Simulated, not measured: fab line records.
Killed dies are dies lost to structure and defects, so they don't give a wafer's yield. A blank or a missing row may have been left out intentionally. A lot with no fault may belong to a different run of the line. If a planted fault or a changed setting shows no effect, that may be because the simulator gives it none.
fab line records    flow sky130
record lots=13  wafers=39  last-day=50
route steps=708 shown METAL1@455 METAL4@630 VIA4@641 PAD_OPEN@708
lots that met no fault: from a run of the same line without faults
start-h: hours from the record's first day to the start of the lot's first wafer shown    wait-h: hours from the lot's prior step to this one    " identical to the entry in the row above    L1.1+2: one row covering several wafers at once    - either no value or no given start    * or withheld: withheld    < > ~ a bound
route shown NAME@n: names a module that has steps shown in the file, with the first one's number in the route    usual: average and standard deviation across the fault-free wafers    same: alike in all rows    chamber/n: place in a boat    sites: each site's reading    _std_site: standard deviation across them    _edge_site: inner sites' mean taken away from outer sites' mean    radius-mm: for every site, how far away it sits from the centre of the wafer    mask NAME#n: copy n    behind: the last tool/chamber to shape the wafer    hold: why the lot went on hold/how many hours it stayed there/how the hold came to an end    device: whichever transistor did not switch (one of n, p or np)    end of line: the same wafers' tests at the end of the route    step lacking rows: just its recipe    killed: the dies lost at the first sort to structure and to defects; this is not the yield of the wafer    map: per-die view of a wafer (x killed, . not killed, _ where there is no die)
set.NAME: the run value of the setting; set.NAME@STEP: its run value at that earlier step    model.NAME: the simulator's own value behind a step, which no gauge read
the route's steps for a sample of lots (tables are steps, rows are wafers)
services: the hour from which a tool's chamber was out of use, counted from the record's first day as start-h (under 0 if before that day), plus the number of hours and why
## steps
# step SKY_METAL1_STRIP_21
# recipe chemistry=post-etch-residue-remover  time-s=1200  temp-c=72.5
lot.wafer   tool          chamber  start-h  wait-h
L589.1+4+6  wet-bench-03  3        766.06   0.1
L590.3+5+6  wet-bench-03  1        767.61   0.0
L591.4+5+6  wet-bench-03  2        786.96   0.0
L594.2+3+4  wet-bench-03  0        789.75   0.1
L593.2+5+6  wet-bench-04  0        794.14   0.1
L600.1+4+6  wet-bench-04  3        833.01   0.1
L602.1+2+6  wet-bench-04  2        869.67   0.1
L604.3+4+6  wet-bench-03  0        890.22   0.0
L607.2+5+6  wet-bench-04  2        896.12   0.1
L608.1+4+5  wet-bench-03  1        920.62   0.1
L610.1+3+5  wet-bench-04  2        925.21   0.1
L611.2+4+6  wet-bench-04  3        928.43   0.1
L612.2+3+6  wet-bench-03  3        932.07   0.1
# step SKY_METAL4_OVL_MEAS_14
# usual METAL4_OVL=2/5.5
lot.wafer  tool        chamber  start-h  wait-h  METAL4_OVL[nm]
L589.1     overlay-01  -        983.79   0.1     -4
L589.4     "           -        "        "       -3
L589.6     "           -        "        "       0
L590.3     overlay-01  -        983.96   0.1     16
L590.5     "           -        "        "       9
L590.6     "           -        "        "       2
L591.4     overlay-02  -        1001.81  0.1     -4
L591.5     "           -        "        "       2
L591.6     "           -        "        "       0
L594.2     overlay-01  -        1005.30  0.1     7
L594.3     "           -        "        "       2
L594.4     "           -        "        "       8
L593.2     overlay-01  -        1006.30  0.1     2
L593.5     "           -        "        "       -3
L593.6     "           -        "        "       -4
L600.1     overlay-01  -        1035.83  0.1     13
L600.4     "           -        "        "       6
L600.6     "           -        "        "       6
L602.1     overlay-02  -        1070.39  0.1     2
L602.2     "           -        "        "       -4
L602.6     "           -        "        "       -1
L604.3     overlay-01  -        1084.51  0.1     0
L604.4     "           -        "        "       -2
L604.6     "           -        "        "       5
L607.2     overlay-02  -        1091.70  0.1     -2
L607.5     "           -        "        "       6
L607.6     "           -        "        "       7
L608.1     overlay-02  -        1112.09  0.1     4
L608.4     "           -        "        "       3
L608.5     "           -        "        "       2
L610.1     overlay-02  -        1114.70  0.1     0
L610.3     "           -        "        "       5
L610.5     "           -        "        "       0
L611.2     overlay-02  -        1120.60  0.1     0
L611.4     "           -        "        "       3
L611.6     "           -        "        "       2
L612.2     overlay-02  -        1122.51  0.1     -6
L612.3     "           -        "        "       -4
L612.6     "           -        "        "       -9
# step SKY_VIA4_CMP_02
# recipe material=SiO2  down-force-psi=4  platen-rpm=60  pad-velocity-m-s=0.94248
# usual motor-current-A=12.4/1.1  platen-rpm=60.00/0.037  retaining-ring-pressure-frac=1.000/0.0049
lot.wafer  tool    chamber  start-h  wait-h  motor-current-A  platen-rpm  retaining-ring-pressure-frac
L589.4     cmp-01  0        984.98   0.0     13.6             59.93       1.001
L589.1     "       1        "        "       12.1             59.99       1.011
L589.6     "       0        "        "       12.7             59.96       1.000
L590.3     cmp-02  2        985.78   0.1     12.1             60.01       1.000
L590.6     "       0        "        "       12.2             59.96       1.003
L590.5     "       1        "        "       13.7             60.02       1.005
L591.4     cmp-02  1        1003.80  0.8     13.8             59.98       1.003
L591.5     "       3        "        "       10.1             60.01       1.000
L591.6     "       0        "        "       11.9             60.01       1.002
L594.4     cmp-02  0        1006.76  0.3     11.7             59.95       0.991
L594.2     "       1        "        "       13.2             59.99       1.002
L594.3     "       3        "        "       10.5             59.98       1.005
L593.2     cmp-02  2        1008.31  0.9     11.4             59.96       1.006
L593.6     "       1        "        "       14.1             59.99       0.994
L593.5     "       2        "        "       11.8             60.02       0.996
L600.1     cmp-02  0        1037.06  0.1     11.6             60.01       1.002
L600.4     "       1        "        "       13.5             60.01       0.995
L600.6     "       0        "        "       12.1             60.03       1.004
L602.1     cmp-01  3        1071.69  0.1     12.6             59.95       1.004
L602.2     "       1        "        "       12.1             59.99       0.996
L602.6     "       2        "        "       13.6             60.03       1.000
L604.4     cmp-01  2        1085.78  0.0     14.0             60.02       1.000
L604.3     "       0        "        "       13.5             59.96       1.001
L604.6     "       2        "        "       14.1             60.02       1.006
L607.2     cmp-01  1        1092.97  0.0     12.2             60.03       1.002
L607.5     "       1        "        "       12.0             60.00       0.993
L607.6     "       2        "        "       13.8             59.97       0.985
L608.1     cmp-02  1        1113.43  0.1     14.2             59.98       1.001
L608.4     "       0        "        "       11.0             59.97       1.001
L608.5     "       1        "        "       13.3             60.04       1.018
L610.3     cmp-01  2        1116.14  0.0     13.7             60.00       0.993
L610.1     "       3        "        "       12.3             60.00       1.004
L610.5     "       3        "        "       12.6             59.98       1.003
L611.4     cmp-01  3        1121.97  0.0     12.8             60.04       1.003
L611.2     "       1        "        "       12.1             59.94       0.997
L611.6     "       0        "        "       13.1             60.02       1.004
L612.3     cmp-02  1        1123.70  0.0     13.7             59.96       1.001
L612.2     "       0        "        "       12.3             60.00       1.008
L612.6     "       2        "        "       12.2             60.04       0.995
# step SKY_VIA4_BOW_MEAS_03
# recipe mode=bow
# usual VIA4_BOW=76/8.1
lot.wafer  tool           chamber  start-h  wait-h  VIA4_BOW[um]
L589.1     film-metro-01  -        985.28   0.2     76
L589.4     "              -        "        "       78
L589.6     "              -        "        "       71
L590.3     film-metro-04  -        986.02   0.2     72
L590.5     "              -        "        "       71
L590.6     "              -        "        "       92
L591.4     film-metro-02  -        1004.06  0.2     69
L591.5     "              -        "        "       70
L591.6     "              -        "        "       86
L594.2     film-metro-02  -        1007.08  0.2     81
L594.3     "              -        "        "       82
L594.4     "              -        "        "       80
L593.2     film-metro-04  -        1008.58  0.2     87
L593.5     "              -        "        "       85
L593.6     "              -        "        "       72
L600.1     film-metro-04  -        1037.36  0.2     76
L600.4     "              -        "        "       71
L600.6     "              -        "        "       65
L602.1     film-metro-01  -        1071.94  0.2     65
L602.2     "              -        "        "       71
L602.6     "              -        "        "       79
L604.3     film-metro-02  -        1086.12  0.2     71
L604.4     "              -        "        "       76
L604.6     "              -        "        "       67
L607.2     film-metro-01  -        1093.29  0.3     61
L607.5     "              -        "        "       71
L607.6     "              -        "        "       66
L608.1     film-metro-02  -        1113.73  0.2     70
L608.4     "              -        "        "       74
L608.5     "              -        "        "       63
L610.1     film-metro-02  -        1116.44  0.2     69
L610.3     "              -        "        "       72
L610.5     "              -        "        "       87
L611.2     film-metro-02  -        1122.29  0.2     75
L611.4     "              -        "        "       81
L611.6     "              -        "        "       81
L612.2     film-metro-01  -        1124.02  0.1     62
L612.3     "              -        "        "       72
L612.6     "              -        "        "       67
# step SKY_PAD_OPEN_PROBE_99
# usual defect-limited-yield=82.6/1.9  killed_at_M0_to_M3=43/7.2  killed_at_M4_up=3.5/2  killed-at-contacts=24/5.2  killed-at-front-end=15/4.4  killed-at-other=0.2/0.48  killed-dies=85/9.4  killed-open=46/7.3  killed-short=39/6.1  sort_bin_3_pad_short=0.8/0.37  sort_bin_5_function=10.2/1.4  sort_bin_6_memory=6.3/1.1  sort-n-pass=407/9.4  sort-yield-pct=82.6/1.9
# same gross-dies=492  killed-at-back-side=0  sort_bin_4_leakage[%]=0  sort_bin_8_speed[%]=0
lot.wafer  tool       chamber  start-h  wait-h  hold                      defect-limited-yield[%]  killed_at_M0_to_M3  killed_at_M4_up  killed-at-contacts  killed-at-front-end  killed-at-other  killed-dies  killed-open  killed-short  sort_bin_3_pad_short[%]  sort_bin_5_function[%]  sort_bin_6_memory[%]  sort-n-pass  sort-yield-pct[%]
L589.1     prober-02  -        1081.22  0.1     -                         80.9                     51                  4                27                  12                   0                94           52           42            1.0                      12.2                    5.9                   398          80.9
L589.4     prober-02  -        1081.37  0.2     -                         82.9                     35                  2                32                  15                   0                84           50           33            0.8                      8.5                     7.7                   408          82.9
L589.6     prober-02  -        1081.47  0.2     -                         82.9                     46                  1                22                  15                   0                84           42           42            0                        8.5                     8.5                   408          82.9
L590.3     prober-01  -        1081.44  0.2     -                         82.3                     45                  5                24                  13                   0                87           48           39            1.2                      9.1                     7.3                   405          82.3
L590.5     prober-01  -        1081.54  0.2     -                         80.5                     41                  4                24                  27                   0                96           67           29            0.8                      10.2                    8.5                   396          80.5
L590.6     prober-01  -        1081.59  0.2     -                         86.8                     35                  1                21                  8                    0                65           35           30            0.8                      7.3                     5.1                   427          86.8
L591.4     prober-01  -        1097.87  0.2     await-dispo/4.4h/release  69.7                     107                 3                29                  10                   0                149          45           44            2.4                      18.5                    9.3                   343          69.7
L591.5     prober-01  -        1097.92  0.2     await-dispo/4.4h/release  69.9                     97                  3                32                  16                   0                148          57           37            2.6                      19.1                    8.3                   344          69.9
L591.6     prober-01  -        1097.97  0.2     await-dispo/4.4h/release  71.5                     93                  6                28                  13                   0                140          51           35            3.0                      15.9                    9.6                   352          71.5
L594.2     prober-01  -        1100.77  0.1     await-dispo/6.7h/release  73.8                     94                  1                26                  8                    0                129          51           30            1.8                      16.9                    7.5                   363          73.8
L594.3     prober-01  -        1100.82  0.2     await-dispo/6.7h/release  73.2                     91                  7                18                  16                   0                132          56           35            2.4                      17.1                    7.3                   360          73.2
L594.4     prober-01  -        1100.87  0.2     await-dispo/6.7h/release  76.4                     80                  5                20                  11                   0                116          35           32            2.4                      16.9                    4.3                   376          76.4
L593.2     prober-02  -        1102.27  0.1     -                         82.7                     50                  4                19                  12                   0                85           44           41            1.2                      10.8                    5.3                   407          82.7
L593.5     prober-02  -        1102.42  0.2     -                         82.1                     46                  4                18                  19                   1                88           48           40            1.4                      8.5                     7.9                   404          82.1
L593.6     prober-02  -        1102.47  0.2     -                         84.1                     46                  3                12                  17                   0                78           36           42            0.8                      8.1                     6.9                   414          84.1
L600.1     prober-02  -        1127.15  0.1     -                         83.9                     35                  4                22                  18                   0                79           42           37            0.6                      10.0                    5.5                   413          83.9
L600.4     prober-02  -        1127.30  0.2     -                         83.3                     40                  2                29                  10                   1                82           41           41            1.0                      9.6                     6.1                   410          83.3
L600.6     prober-02  -        1127.40  0.2     -                         87.0                     29                  0                21                  14                   0                64           34           30            1.0                      7.7                     4.3                   428          87.0
L602.1     prober-02  -        1153.69  0.1     -                         85.2                     38                  2                25                  8                    0                73           40           33            0.4                      8.7                     5.7                   419          85.2
L602.2     prober-02  -        1153.74  0.1     -                         82.7                     48                  4                19                  13                   1                85           37           48            1.2                      9.1                     6.9                   407          82.7
L602.6     prober-02  -        1153.94  0.2     -                         81.3                     51                  2                25                  14                   0                92           52           40            0.8                      11.8                    6.1                   400          81.3
L604.3     prober-01  -        1166.68  0.2     -                         83.9                     36                  1                25                  16                   1                79           43           36            1.4                      7.5                     7.1                   413          83.9
L604.4     prober-01  -        1166.73  0.2     -                         81.1                     31                  3                28                  31                   0                93           52           41            0.6                      11.8                    6.5                   399          81.1
L604.6     prober-01  -        1166.83  0.2     -                         82.7                     37                  2                25                  21                   0                85           43           42            0.8                      12.4                    4.1                   407          82.7
L607.2     prober-01  -        1172.40  0.1     -                         82.5                     40                  7                30                  9                    0                86           45           40            1.0                      12.2                    4.3                   406          82.5
L607.5     prober-01  -        1172.55  0.2     -                         83.3                     48                  2                20                  12                   0                82           48           34            1.2                      9.1                     6.3                   410          83.3
L607.6     prober-01  -        1172.60  0.2     -                         88.0                     32                  2                16                  9                    0                59           28           31            0                        8.1                     3.9                   433          88.0
L608.1     prober-02  -        1187.74  0.1     -                         82.9                     42                  2                27                  13                   0                84           43           41            0.4                      9.8                     6.9                   408          82.9
L608.4     prober-02  -        1187.89  0.2     -                         83.5                     41                  2                23                  15                   0                81           46           35            1.0                      9.8                     5.7                   411          83.5
L608.5     prober-02  -        1187.94  0.2     -                         82.3                     40                  5                28                  14                   0                87           52           35            1.8                      9.6                     6.3                   405          82.3
L610.1     prober-01  -        1189.84  0.1     -                         81.9                     45                  4                21                  19                   0                89           48           41            0.6                      11.8                    5.7                   403          81.9
L610.3     prober-01  -        1189.94  0.2     -                         83.3                     42                  2                22                  16                   0                82           41           41            0.4                      10.8                    5.5                   410          83.3
L610.5     prober-01  -        1190.04  0.2     -                         81.3                     41                  2                35                  14                   0                92           50           42            0.8                      10.6                    7.3                   400          81.3
L611.2     prober-01  -        1197.73  0.1     -                         82.7                     32                  3                29                  21                   0                85           37           48            0.6                      10.2                    6.5                   407          82.7
L611.4     prober-01  -        1197.83  0.2     -                         80.3                     44                  2                32                  19                   0                97           53           44            0.8                      11.0                    7.9                   395          80.3
L611.6     prober-01  -        1197.93  0.2     -                         82.1                     49                  5                19                  14                   1                88           48           40            0.4                      11.2                    6.3                   404          82.1
L612.2     prober-02  -        1199.09  0.1     -                         80.3                     48                  6                21                  22                   0                97           45           52            1.2                      12.4                    6.1                   395          80.3
L612.3     prober-02  -        1199.14  0.2     -                         81.3                     47                  2                23                  20                   0                92           43           47            0.2                      11.6                    6.9                   400          81.3
L612.6     prober-02  -        1199.29  0.2     -                         80.9                     50                  5                20                  19                   0                94           45           49            1.2                      11.2                    6.7                   398          80.9
# killed by level:class
L589.1 VIA1:geometric-particle:open=13 VIA3:geometric-particle:open=10 METAL1:geometric-particle:short=9 LI_CONTACT:geometric-particle:open=8 CONTACT:geometric-particle:open=8 VIA1:geometric-particle:short=7 LOCAL_INTERCONNECT:geometric-particle:short=5 VIA2:geometric-particle:open=4
L589.4 CONTACT:geometric-particle:open=12 LI_CONTACT:geometric-particle:open=8 VIA1:geometric-particle:open=8 VIA3:geometric-particle:open=8 FIELD_ISO:geometric-particle:short=5 CONTACT:geometric-particle:short=4 VIA1:geometric-particle:short=4 METAL2:geometric-particle:short=4
L590.3 CONTACT:geometric-particle:open=12 LI_CONTACT:geometric-particle:open=9 VIA1:geometric-particle:open=8 FIELD_ISO:geometric-particle:short=7 METAL1:geometric-particle:short=6 VIA2:geometric-particle:open=6 FIELD_ISO:geometric-particle:open=4 METAL2:geometric-particle:short=4
L589.6 VIA1:geometric-particle:open=13 LI_CONTACT:geometric-particle:open=8 METAL2:geometric-particle:short=7 LOCAL_INTERCONNECT:geometric-particle:short=5 METAL1:geometric-particle:short=5 VIA3:geometric-particle:open=5 FIELD_ISO:geometric-particle:short=4 VIA2:geometric-particle:open=4
L590.5 VIA1:geometric-particle:open=16 CONTACT:geometric-particle:open=11 LI_CONTACT:geometric-particle:open=10 FIELD_ISO:geometric-particle:open=9 POLY_GATE:geometric-particle:open=7 POLY_GATE:geometric-particle:short=6 VIA3:geometric-particle:open=6 FIELD_ISO:geometric-particle:short=4
L590.6 CONTACT:geometric-particle:open=7 METAL1:geometric-particle:short=7 VIA1:geometric-particle:open=7 LI_CONTACT:geometric-particle:open=6 VIA1:geometric-particle:short=6 CONTACT:geometric-particle:short=4 METAL2:geometric-particle:short=4 VIA3:geometric-particle:open=4
L591.4 METAL1:unspecified=60 CONTACT:geometric-particle:open=10 LI_CONTACT:geometric-particle:open=7 VIA1:geometric-particle:open=7 METAL2:geometric-particle:short=7 VIA2:geometric-particle:open=7 VIA3:geometric-particle:open=6 METAL1:geometric-particle:short=5
L591.5 METAL1:unspecified=54 VIA1:geometric-particle:open=15 CONTACT:geometric-particle:open=11 CONTACT:geometric-particle:short=10 LI_CONTACT:geometric-particle:open=7 VIA2:geometric-particle:open=6 VIA1:geometric-particle:short=5 FIELD_ISO:geometric-particle:open=4
L591.6 METAL1:unspecified=52 VIA2:geometric-particle:open=10 LI_CONTACT:geometric-particle:open=7 VIA1:geometric-particle:open=7 CONTACT:geometric-particle:open=5 VIA3:geometric-particle:open=5 FIELD_ISO:geometric-particle:open=4 LOCAL_INTERCONNECT:geometric-particle:short=4
L594.2 METAL1:unspecified=48 VIA1:geometric-particle:open=12 LI_CONTACT:geometric-particle:open=10 VIA3:geometric-particle:open=10 CONTACT:geometric-particle:open=8 LI_CONTACT:geometric-particle:short=5 VIA3:geometric-particle:short=5 METAL2:geometric-particle:short=4
L594.3 METAL1:unspecified=41 VIA1:geometric-particle:open=13 VIA2:geometric-particle:open=11 CONTACT:geometric-particle:open=9 VIA1:geometric-particle:short=7 VIA3:geometric-particle:open=7 POLY_GATE:geometric-particle:short=6 FIELD_ISO:geometric-particle:open=5
L594.4 METAL1:unspecified=49 CONTACT:geometric-particle:open=9 FIELD_ISO:geometric-particle:short=6 VIA2:geometric-particle:open=5 METAL3:geometric-particle:short=5 VIA3:geometric-particle:open=5 VIA3:geometric-particle:short=4 LI_CONTACT:geometric-particle:open=4
L593.2 VIA1:geometric-particle:open=13 METAL1:geometric-particle:short=9 CONTACT:geometric-particle:open=7 VIA3:geometric-particle:open=7 VIA2:geometric-particle:open=6 POLY_GATE:geometric-particle:short=5 LI_CONTACT:geometric-particle:short=5 FIELD_ISO:geometric-particle:short=4
L593.5 CONTACT:geometric-particle:open=10 VIA2:geometric-particle:open=9 METAL2:geometric-particle:short=7 VIA1:geometric-particle:open=7 POLY_GATE:geometric-particle:short=6 VIA3:geometric-particle:open=6 FIELD_ISO:geometric-particle:open=5 METAL1:geometric-particle:short=5
L593.6 VIA1:geometric-particle:open=9 VIA2:geometric-particle:open=7 METAL1:geometric-particle:short=7 POLY_GATE:geometric-particle:open=6 METAL2:geometric-particle:short=6 FIELD_ISO:geometric-particle:short=5 LI_CONTACT:geometric-particle:short=4 VIA2:geometric-particle:short=4
L600.1 VIA1:geometric-particle:open=7 FIELD_ISO:geometric-particle:short=5 LI_CONTACT:geometric-particle:short=5 LI_CONTACT:geometric-particle:open=5 CONTACT:geometric-particle:open=5 VIA3:geometric-particle:open=5 VIA3:geometric-particle:short=5 FIELD_ISO:geometric-particle:open=4
L600.4 LI_CONTACT:geometric-particle:open=11 CONTACT:geometric-particle:open=7 VIA3:geometric-particle:short=6 VIA1:geometric-particle:open=6 VIA2:geometric-particle:open=6 VIA1:geometric-particle:short=5 CONTACT:geometric-particle:short=4 METAL1:geometric-particle:short=4
L600.6 LI_CONTACT:geometric-particle:open=8 CONTACT:geometric-particle:open=8 METAL1:geometric-particle:short=5 FIELD_ISO:geometric-particle:short=4 VIA2:geometric-particle:open=4 VIA3:geometric-particle:open=4 CONTACT:geometric-particle:short=3 VIA1:geometric-particle:short=3
L602.1 CONTACT:geometric-particle:open=11 VIA1:geometric-particle:open=11 METAL1:geometric-particle:short=5 CONTACT:geometric-particle:short=5 VIA1:geometric-particle:short=5 LI_CONTACT:geometric-particle:open=4 LOCAL_INTERCONNECT:geometric-particle:short=4 VIA3:geometric-particle:open=4
L602.2 METAL1:geometric-particle:short=13 VIA1:geometric-particle:open=11 LI_CONTACT:geometric-particle:open=7 METAL2:geometric-particle:short=7 VIA1:geometric-particle:short=6 POLY_GATE:geometric-particle:short=5 CONTACT:geometric-particle:open=5 FIELD_ISO:geometric-particle:short=3
L602.6 VIA1:geometric-particle:open=10 VIA1:geometric-particle:short=9 CONTACT:geometric-particle:open=8 LI_CONTACT:geometric-particle:open=7 VIA3:geometric-particle:open=7 VIA2:geometric-particle:open=6 FIELD_ISO:geometric-particle:short=4 LOCAL_INTERCONNECT:geometric-particle:short=4
L604.3 CONTACT:geometric-particle:open=9 VIA1:geometric-particle:open=9 CONTACT:geometric-particle:short=6 POLY_GATE:geometric-particle:short=6 METAL2:geometric-particle:short=6 LOCAL_INTERCONNECT:geometric-particle:open=4 METAL1:geometric-particle:short=4 VIA3:geometric-particle:open=4
L604.4 POLY_GATE:geometric-particle:short=9 FIELD_ISO:geometric-particle:open=8 VIA1:geometric-particle:open=8 CONTACT:geometric-particle:open=8 LOCAL_INTERCONNECT:geometric-particle:short=7 POLY_GATE:geometric-particle:open=6 VIA2:geometric-particle:open=5 LI_CONTACT:geometric-particle:short=4
L604.6 VIA2:geometric-particle:open=8 LI_CONTACT:geometric-particle:open=7 VIA1:geometric-particle:short=7 FIELD_ISO:geometric-particle:open=6 CONTACT:geometric-particle:short=6 CONTACT:geometric-particle:open=6 FIELD_ISO:geometric-particle:short=4 POLY_GATE:geometric-particle:short=4
L607.2 CONTACT:geometric-particle:open=13 VIA1:geometric-particle:open=12 LI_CONTACT:geometric-particle:open=8 METAL2:geometric-particle:short=7 CONTACT:geometric-particle:short=6 METAL1:geometric-particle:short=5 FIELD_ISO:geometric-particle:short=3 VIA1:geometric-particle:short=3
L607.5 CONTACT:geometric-particle:open=11 VIA1:geometric-particle:open=8 VIA2:geometric-particle:open=7 VIA3:geometric-particle:short=6 FIELD_ISO:geometric-particle:open=5 VIA1:geometric-particle:short=5 VIA3:geometric-particle:open=5 METAL2:geometric-particle:short=4
L607.6 CONTACT:geometric-particle:open=7 VIA2:geometric-particle:open=6 VIA1:geometric-particle:open=5 CONTACT:geometric-particle:short=4 METAL2:geometric-particle:short=4 VIA3:geometric-particle:open=4 LI_CONTACT:geometric-particle:open=3 METAL1:geometric-particle:short=3
L608.1 VIA1:geometric-particle:open=12 CONTACT:geometric-particle:open=8 METAL2:geometric-particle:short=8 LI_CONTACT:geometric-particle:open=6 LOCAL_INTERCONNECT:geometric-particle:short=6 VIA3:geometric-particle:open=5 FIELD_ISO:geometric-particle:open=4 VIA2:geometric-particle:open=4
L608.4 LI_CONTACT:geometric-particle:open=11 VIA1:geometric-particle:open=9 FIELD_ISO:geometric-particle:short=7 VIA1:geometric-particle:short=6 CONTACT:geometric-particle:open=6 VIA3:geometric-particle:open=6 VIA3:geometric-particle:short=5 METAL1:geometric-particle:short=4
L608.5 VIA1:geometric-particle:open=15 LI_CONTACT:geometric-particle:open=8 CONTACT:geometric-particle:open=8 VIA3:geometric-particle:open=5 CONTACT:geometric-particle:short=5 METAL4:geometric-particle:short=5 LOCAL_INTERCONNECT:geometric-particle:short=4 METAL2:geometric-particle:short=4
L610.1 VIA1:geometric-particle:open=11 VIA3:geometric-particle:open=8 CONTACT:geometric-particle:open=7 FIELD_ISO:geometric-particle:short=5 LI_CONTACT:geometric-particle:open=5 CONTACT:geometric-particle:short=5 VIA1:geometric-particle:short=5 VIA2:geometric-particle:short=4
L610.3 VIA1:geometric-particle:open=9 VIA3:geometric-particle:open=8 CONTACT:geometric-particle:open=7 VIA2:geometric-particle:short=7 CONTACT:geometric-particle:short=5 LI_CONTACT:geometric-particle:open=4 POLY_GATE:geometric-particle:short=4 METAL1:geometric-particle:short=4
L610.5 CONTACT:geometric-particle:open=12 METAL2:geometric-particle:short=9 LI_CONTACT:geometric-particle:open=8 VIA1:geometric-particle:open=8 VIA2:geometric-particle:open=8 CONTACT:geometric-particle:short=7 FIELD_ISO:geometric-particle:short=4 POLY_GATE:geometric-particle:open=4
L611.2 CONTACT:geometric-particle:open=10 POLY_GATE:geometric-particle:short=8 LI_CONTACT:geometric-particle:open=8 VIA1:geometric-particle:short=7 VIA1:geometric-particle:open=7 FIELD_ISO:geometric-particle:short=4 LOCAL_INTERCONNECT:geometric-particle:short=4 CONTACT:geometric-particle:short=4
L611.4 VIA1:geometric-particle:open=14 CONTACT:geometric-particle:short=9 CONTACT:geometric-particle:open=9 VIA3:geometric-particle:open=8 LI_CONTACT:geometric-particle:open=7 VIA1:geometric-particle:short=7 FIELD_ISO:geometric-particle:short=6 FIELD_ISO:geometric-particle:open=4
L611.6 VIA1:geometric-particle:open=11 CONTACT:geometric-particle:open=10 VIA2:geometric-particle:open=8 VIA3:geometric-particle:open=7 METAL1:geometric-particle:short=6 METAL3:geometric-particle:short=6 VIA1:geometric-particle:short=5 FIELD_ISO:geometric-particle:open=4
L612.2 CONTACT:geometric-particle:open=11 METAL1:geometric-particle:short=11 VIA1:geometric-particle:open=9 VIA2:geometric-particle:short=8 POLY_GATE:geometric-particle:short=6 FIELD_ISO:geometric-particle:open=5 LI_CONTACT:geometric-particle:open=4 METAL4:geometric-particle:short=4
L612.3 VIA1:geometric-particle:open=8 VIA1:geometric-particle:short=7 CONTACT:geometric-particle:open=7 METAL1:geometric-particle:short=7 POLY_GATE:geometric-particle:short=6 METAL2:geometric-particle:short=6 CONTACT:geometric-particle:short=5 VIA2:geometric-particle:open=5
L612.6 VIA1:geometric-particle:open=10 POLY_GATE:geometric-particle:open=8 VIA3:geometric-particle:open=7 CONTACT:geometric-particle:open=6 POLY_GATE:geometric-particle:short=5 METAL1:geometric-particle:short=5 METAL2:geometric-particle:short=5 VIA2:geometric-particle:short=5
## services
tool          chamber  start-h  hours  kind
cmp-01        -        742.47   1.5    repair
cmp-02        -        749.27   0.5    repair
cmp-01        -        751.26   8.9    pm
cmp-02        -        755.12   4.0    pm
cmp-02        -        759.12   -      consumable-replace:conditioner
cmp-02        -        759.12   -      consumable-replace:pad
cmp-01        -        760.17   4.5    pm
cmp-02        -        778.03   1.2    repair
cmp-02        -        787.16   1.4    repair
cmp-02        -        817.41   0.7    repair
cmp-02        -        822.45   20.0   pm
wet-bench-03  -        832.38   4.4    pm
cmp-02        -        876.03   6.0    pm
cmp-01        -        912.13   4.0    pm
cmp-02        -        928.41   5.1    pm
cmp-01        -        945.39   8.3    repair
cmp-02        -        956.80   0.3    repair
cmp-01        -        1003.91  0.9    repair
cmp-01        -        1012.06  17.0   repair
cmp-01        -        1019.44  1.6    repair
cmp-01        -        1037.47  1.1    repair
cmp-02        -        1043.21  2.9    repair
cmp-02        -        1082.43  4.0    pm
cmp-02        -        1086.43  -      consumable-replace:conditioner
## key
first-sign step=SKY_PAD_OPEN_PROBE_99  reading=killed_at_M0_to_M3  direction=up  sigmas=7.1  usual=43  struck=94
effect step=SKY_PAD_OPEN_PROBE_99  reading=killed-dies  direction=up  sigmas=5.3  usual=85  struck=136
met-at SKY_METAL1_STRIP_21
struck-lots L591,L594
not-acting-at SKY_METAL4_OVL_MEAS_14,SKY_VIA4_CMP_02,SKY_VIA4_BOW_MEAS_03
onset-between 767.61 786.96
fault kind=chamber-particle-source  tool=wet-bench-03  chamber=-  onset-h=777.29  steps=SKY_METAL1_STRIP_21  rate-per-visit-cm2=0.68473  end-h=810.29
